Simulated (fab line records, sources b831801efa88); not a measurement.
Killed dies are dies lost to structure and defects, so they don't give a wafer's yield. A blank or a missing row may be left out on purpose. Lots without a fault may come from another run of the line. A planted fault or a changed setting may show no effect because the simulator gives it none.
Which tool did it? | flow sky130 | 12 lots, 36 wafers sampled, at 2 steps of a route of 708

WHAT THE GAUGES READ, wafer by wafer
SKY_CONTACT_OVL_MEAS_15.
lot  | measured     | on         | CONTACT_OVL (nm)
L075 | day 32 10:35 | overlay-02 | -7 3 1
L077 | day 33 04:37 | overlay-01 | -3 -11 -5
L079 | day 33 23:36 | overlay-01 | -12 -5 -10
L082 | day 34 18:38 | overlay-01 | -6 -3 1
L083 | day 35 04:37 | overlay-01 | 0 -10 0
L086 | day 35 17:57 | overlay-01 | -11 -12 -10
L085 | day 35 20:33 | overlay-02 | -9 5 -8
L089 | day 36 15:31 | overlay-02 | 1 5 -1
L091 | day 37 08:50 | overlay-01 | -1 3 3
L094 | day 37 19:38 | overlay-02 | -6 -8 -7
L095 | day 38 08:52 | overlay-02 | -7 1 -3
L097 | day 38 18:44 | overlay-02 | 0 -1 0

WHICH TOOL RAN EACH LOT (tool, then ch and the chambers of the sampled wafers, then the start)
lot  | SKY_LI_CONTACT_ETCH_15
L075 | rie_diel-02 ch 0,2,3, day 30 01:52
L077 | rie_diel-03 ch 0,1,3, day 30 18:50
L079 | rie_diel-03 ch 0,2,3, day 31 15:13
L082 | rie_diel-04 ch 0,2,3, day 32 11:13
L083 | rie_diel-03 ch 0,1,3, day 32 19:55
L086 | rie_diel-03 ch 0,2,3, day 33 09:16
L085 | rie_diel-04 ch 0,1,3, day 33 11:16
L089 | rie_diel-02 ch 1,2,3, day 34 06:52
L091 | rie_diel-02 ch 0,2, day 35 01:32
L094 | rie_diel-03 ch 2,3, day 35 12:05
L095 | rie_diel-02 ch 1,3, day 36 03:19
L097 | rie_diel-04 ch 0,2, day 36 12:26
- SKY_LI_CONTACT_ETCH_15: etches PSG in C4F8/O2/Ar, stops on Si, target depth 600 nm.

THE ANSWER, worked out from the rows above alone
Rule: what is usual is taken from the lots themselves. Put in order of their means at a reading, lots are off if they are a third of the lots or fewer, leave a main group of 4 or more, and stand apart from it by a gap of 3 or more times the standard deviation of the main group's means; of several such gaps the widest counts. A main group whose means are all the same, to the digits that the tables above print for the reading, isn't used. A lot without any number at a reading at which 4 lots or more have one is off too. The other lots that the step has rows for count as sound.
No lot is off at any reading shown: from this, nothing can be told.

WHAT THE SIMULATOR HAD PUT IN
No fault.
